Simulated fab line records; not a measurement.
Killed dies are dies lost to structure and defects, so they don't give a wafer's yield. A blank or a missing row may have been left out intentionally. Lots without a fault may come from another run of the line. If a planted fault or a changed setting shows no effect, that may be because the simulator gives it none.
Matching of chambers | flow gf180mcu | GF_V4_CMP_26 on cmp-02: 4 sister chambers
The step polishes, stops on SiO2, t overpolish 15 s, target thk 0 nm. 4 wafers are shown with their chamber, then 12 later ones without.

## WAFERS PAIRED WITH THEIR CHAMBERS
wafer  | chamber | motor_current_A (A)
L083.1 | 3       | 10.1
L086.4 | 0       | 9.8
L086.5 | 2       | 10.8
L086.6 | 1       | 10.6

## WAFERS WHOSE CHAMBER IS MISSING
wafer  | motor_current_A (A)
L088.1 | 9.0
L088.4 | 11.3
L088.5 | 9.6
L089.1 | 9.4
L089.4 | 11.0
L089.5 | 10.1
L096.2 | 9.9
L096.3 | 11.0
L096.5 | 11.6
L097.1 | 8.9
L097.3 | 10.9
L097.5 | 10.5

## THE CHAMBER EACH PASSED THROUGH
wafer  | from the rows above               | in truth
L088.1 | can't be placed: 0 or 3 or 1      | 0
L088.4 | can't be placed: 2 or 1 or 3      | 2
L088.5 | can't be placed: 0 or 3 or 1      | 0
L089.1 | can't be placed: 0 or 3 or 1      | 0
L089.4 | can't be placed: 2 or 1 or 3      | 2
L089.5 | can't be placed: 3 or 0 or 1 or 2 | 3
L096.2 | can't be placed: 0 or 3 or 1 or 2 | 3
L096.3 | can't be placed: 2 or 1 or 3      | 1
L096.5 | can't be placed: 2 or 1 or 3      | 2
L097.1 | can't be placed: 0 or 3 or 1      | 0
L097.3 | can't be placed: 2 or 1 or 3      | 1
L097.5 | can't be placed: 1 or 2 or 3 or 0 | 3
Placed correctly: 0 of 12. From these rows, 12 cannot be placed; in 12 the true chamber is one of the candidates. Wrongly placed: 0.
How it was worked out, from the rows above alone: a wafer's distance from a chamber is the root of the sum, over the readings, of the square of ((its reading less the chamber's mean) divided by the reading's scatter). If the next closest chamber is less than 2 further off than the closest, the wafer can't be placed; otherwise it belongs to the closest. The mean given for a chamber averages the wafers shown for that chamber. The scatter: with one shown wafer a chamber, the root of the mean of the squares of how far each hidden wafer lies from its nearest shown one.
